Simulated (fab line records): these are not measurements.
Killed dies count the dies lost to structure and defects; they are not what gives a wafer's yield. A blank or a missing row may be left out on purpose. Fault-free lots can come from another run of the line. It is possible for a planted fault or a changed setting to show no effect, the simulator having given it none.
Matching of chambers ; flow sky130 ; SKY_VIA4_ETCH_12 on rieDiel-04: 4 sister chambers
The step etches SiO2 in C4F8/O2/Ar, stops on TiN, target depth 580 nm. 4 wafers are shown with their chamber, then 12 later ones without.

EACH WAFER AND ITS CHAMBER
wafer;chamber;oesProductAu (a.u.)
L088.5;3;0.926
L089.1;2;0.921
L089.2;0;0.923
L089.3;1;0.918

WAFERS WHOSE CHAMBER IS MISSING
wafer;oesProductAu (a.u.)
L089.4;0.925
L089.5;0.921
L089.6;0.922
L091.2;0.926
L091.3;0.926
L091.6;0.925
L092.4;0.929
L092.5;0.928
L092.6;0.931
L097.2;0.923
L097.5;0.922
L097.6;0.929

WHICH CHAMBER EACH WENT THROUGH
wafer;from the rows above;in truth
L089.4;can't be placed: 3 or 0 or 2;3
L089.5;can't be placed: 2 or 0 or 1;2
L089.6;can't be placed: 0 or 2 or 1 or 3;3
L091.2;can't be placed: 3 or 0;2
L091.3;can't be placed: 3 or 0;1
L091.6;can't be placed: 3 or 0 or 2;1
L092.4;can't be placed: 3 or 0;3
L092.5;can't be placed: 3 or 0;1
L092.6;can't be placed: 3 or 0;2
L097.2;can't be placed: 0 or 2 or 3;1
L097.5;can't be placed: 0 or 2 or 1 or 3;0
L097.6;can't be placed: 3 or 0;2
0 of 12 placed correctly. These rows do not allow placing 12 (true chamber among the candidates in 5). Wrongly placed: 0.
How it was worked out, from the rows above alone: a wafer's distance from a chamber is the root of the sum, over the readings, of the square of ((its reading less the chamber's mean) divided by the reading's scatter). If the next closest chamber is less than 2 further off than the closest, the wafer can't be placed; otherwise it belongs to the closest. The mean given for a chamber averages the wafers shown for that chamber. The scatter: with one shown wafer a chamber, the root of the mean of the squares of how far each hidden wafer lies from its nearest shown one.
